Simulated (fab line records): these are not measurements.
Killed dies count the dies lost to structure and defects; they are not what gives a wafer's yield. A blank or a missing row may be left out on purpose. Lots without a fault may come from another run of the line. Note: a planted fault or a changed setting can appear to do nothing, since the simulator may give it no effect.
Which tool is to blame? | flow gf180mcu | route of 602 steps, sampled at 1 step: 6 lots, 18 wafers

## WHAT THE GAUGES SHOWED, per wafer
GF_STI_THK_MEAS_22.
lot  | measured    | on            | STI_OXIDATION_01_THK (nm)
L251 | day 3 10:34 | film-metro-01 | 14.3 14.3 14.1
L256 | day 4 11:32 | film-metro-01 | 15.4 14.9 15.2
L260 | day 5 09:49 | film-metro-03 | 15.2 15.2 15.1
L262 | day 5 19:25 | film-metro-01 | 14.4 14.7 14.5
L264 | day 6 05:08 | film-metro-01 | 14.6 14.5 14.4
L266 | day 6 14:59 | film-metro-02 | 14.6 14.6 14.9

## WHAT TOOL EACH LOT RAN ON (gives the tool, then ch and the chambers of the sampled wafers, and finally the start)
Before these readings, the record contains no process step.

## THE ANSWER, worked out from the rows above alone
Rule: the usual values come from the lots themselves. Put in order of their means at a reading, lots are off if they are a third of the lots or fewer, leave a main group of 4 or more, and stand apart from it by a gap of 3 or more times the standard deviation of the main group's means; of several such gaps the widest counts. A main group whose means are all the same, to the digits that the tables above print for the reading, isn't used. Also off: a lot with no number at a reading for which 4 or more lots have one. The other lots that the step has rows for count as sound.
No lot is off at any reading shown: from this, nothing can be told.

## WHAT THE SIMULATOR HAD INSERTED
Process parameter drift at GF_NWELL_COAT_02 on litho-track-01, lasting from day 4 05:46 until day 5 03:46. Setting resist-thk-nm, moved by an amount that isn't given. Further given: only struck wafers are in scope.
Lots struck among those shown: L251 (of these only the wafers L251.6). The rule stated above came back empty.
